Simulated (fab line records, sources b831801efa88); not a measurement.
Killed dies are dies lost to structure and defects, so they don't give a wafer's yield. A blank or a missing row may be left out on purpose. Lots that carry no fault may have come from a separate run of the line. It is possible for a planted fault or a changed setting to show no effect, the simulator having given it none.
Comparing a struck lot with a sound one + flow gf180mcu + 43 out of 602 route steps
Sound: these wafers, L679.2, L679.4, L679.6. Wafers L682.1, L682.3, L682.6 were the ones struck. The cause is named last.
Per side, at each step with rows, come the tool, then ch with its chambers, and then its first start. Under that, the readings that differ: sound wafers + struck wafers + difference of the means + sigmas: that difference in standard deviations of wafers without a fault.
alike: readings whose means differ by less than 2 such deviations, and words and numbers that are the same on both sides. not compared: withheld readings, readings that some wafer has no value for, bounds like >300 that may hide the same value, and numbers for which the record gives no deviation and whose values overlap.
The two part at a step that has a row with sigmas, a row that says differs or no value, or rows on one side only. Numbers that don't overlap but have no deviation are shown without sigmas and don't part them. Lack of a reading on every wafer of one side parts them only where that side has two or more wafers.

first, 1 step without rows for these wafers: GF_LVPWELL_IMPLANT_09.
GF_LVPWELL_STRIP_10: strips in O2/N2.
  sound on plasmaAsher-01 ch 0,1, day 6 13:05; struck on plasmaAsher-03 ch 0,1, day 7 01:50
  alike: drypumpMotorCurrentA, heaterPowerW, oesProductAu, stripTimeToEndpointS
  not compared: rfHoursCounterH
GF_LVPWELL_TW_MEAS_11:
  sound on filmMetro-01, day 6 13:11; struck on filmMetro-01, day 7 01:56
  alike: LVPWELL_TW
then, 7 steps without rows for these wafers: GF_MVSD_DEHYDRATE_00 (time 60 s); GF_MVSD_HMDS_01 (prime time 60 s); GF_MVSD_COAT_02 (resist thk 3000 nm); GF_MVSD_SOFTBAKE_03; GF_MVSD_EXPOSE_04 (exposes mask MVSD, target cd 1000 nm); GF_MVSD_PEB_05; GF_MVSD_DEVELOP_06 (develop time 60 s).
GF_MVSD_OVL_MEAS_07:
  sound on overlay-01, day 7 04:40; struck on overlay-01, day 7 16:19
  alike: MVSD_OVL
following that, these wafers have no rows for 1 step: GF_MVSD_IMPLANT_08.
GF_MVSD_IMPLANT_09:
  sound on implanter-02 ch 0, day 7 04:52; struck on implanter-01, day 7 16:29
  no value came back on the struck wafers for beamEnergyKeV, beamOnS (s), faradayCurrentUA; on the sound wafers beamEnergyKeV reads 99.98 100.01 99.99
GF_MVSD_STRIP_10: strips in O2/N2.
  sound on plasmaAsher-02 ch 0,1, day 7 04:59; struck on plasmaAsher-01 ch 0,1, day 7 16:38
  alike: drypumpMotorCurrentA, heaterPowerW, oesProductAu, stripTimeToEndpointS
  not compared: rfHoursCounterH
GF_MVSD_TW_MEAS_11:
  sound on filmMetro-04, day 7 05:06; struck on filmMetro-03, day 7 16:44
| reading | sound          | struck         | difference | sigmas |
|---------|----------------|----------------|------------|--------|
| MVSD_TW | 1579 1580 1581 | 1536 1528 1541 | -45        | -6     |
then, 7 steps without rows for these wafers: GF_MVPSD_DEHYDRATE_00 (time 60 s); GF_MVPSD_HMDS_01 (prime time 60 s); GF_MVPSD_COAT_02 (resist thk 3000 nm); GF_MVPSD_SOFTBAKE_03; GF_MVPSD_EXPOSE_04 (exposes mask MVPSD, target cd 1000 nm); GF_MVPSD_PEB_05; GF_MVPSD_DEVELOP_06 (develop time 60 s).
GF_MVPSD_OVL_MEAS_07:
  sound on overlay-01, day 7 19:11; struck on overlay-02, day 8 08:49
  alike: MVPSD_OVL
then, 2 steps without rows for these wafers: GF_MVPSD_IMPLANT_08; GF_MVPSD_IMPLANT_09.
GF_MVPSD_STRIP_10: strips in O2/N2.
  sound on plasmaAsher-03 ch 0,1, day 7 19:31; struck on plasmaAsher-03 ch 0, day 8 09:08
  alike: drypumpMotorCurrentA, heaterPowerW, oesProductAu, stripTimeToEndpointS
  not compared: rfHoursCounterH
GF_MVPSD_TW_MEAS_11:
  sound on filmMetro-03, day 7 19:38; struck on filmMetro-04, day 8 09:14
| reading  | sound             | struck            | difference | sigmas |
|----------|-------------------|-------------------|------------|--------|
| MVPSD_TW | 561.5 558.5 561.9 | 553.3 555.7 553.5 | -6.5       | -2     |
then, 7 steps without rows for these wafers: GF_VT_IMPLANT_DEHYDRATE_00 (time 60 s); GF_VT_IMPLANT_HMDS_01 (prime time 60 s); GF_VT_IMPLANT_COAT_02 (resist thk 1000 nm); GF_VT_IMPLANT_SOFTBAKE_03 (time 60 s); GF_VT_IMPLANT_EXPOSE_04 (exposes mask LVPWELL LV AREA, target cd 600 nm); GF_VT_IMPLANT_PEB_05; GF_VT_IMPLANT_DEVELOP_06 (develop time 60 s).
GF_VT_IMPLANT_OVL_MEAS_07:
  sound on overlay-02, day 8 11:01; struck on overlay-01, day 9 01:55
  alike: VT_IMPLANT_OVL
following that, these wafers have no rows for 1 step: GF_VT_IMPLANT_IMPLANT_08.
GF_VT_IMPLANT_STRIP_09: strips in O2/N2.
  sound on plasmaAsher-01 ch 0,1, day 8 11:11; struck on plasmaAsher-01 ch 0, day 9 02:05
  alike: drypumpMotorCurrentA, heaterPowerW, oesProductAu, stripTimeToEndpointS
  not compared: rfHoursCounterH
GF_VT_IMPLANT_TW_MEAS_10:
  sound on filmMetro-04, day 8 11:18; struck on filmMetro-02, day 9 02:11
  alike: VT_IMPLANT_TW
then, 4 steps without rows for these wafers: GF_VT_IMPLANT_DEHYDRATE_11 (time 60 s); GF_VT_IMPLANT_HMDS_12 (prime time 60 s); GF_VT_IMPLANT_COAT_13 (resist thk 993.2 nm); GF_VT_IMPLANT_SOFTBAKE_14 (time 60 s).
-- the record jumps here: 2 days lie between the struck wafers' starts before and after --
GF_VT_IMPLANT_RS_MEAS_46: the measuring method here is four-point-probe.
  sound on filmMetro-04, day 10 15:13; struck on filmMetro-04, day 11 07:44
| reading          | sound             | struck | difference                    | sigmas |
|------------------|-------------------|--------|-------------------------------|--------|
| MVSD_RS (ohm/sq) | 457.0 454.7 456.7 | - - -  | no value on the struck wafers |        |

== WHERE THEY PART ==
Earliest at GF_MVSD_IMPLANT_09; latest, in this record, at GF_VT_IMPLANT_RS_MEAS_46.

WHY: what the simulator had put in
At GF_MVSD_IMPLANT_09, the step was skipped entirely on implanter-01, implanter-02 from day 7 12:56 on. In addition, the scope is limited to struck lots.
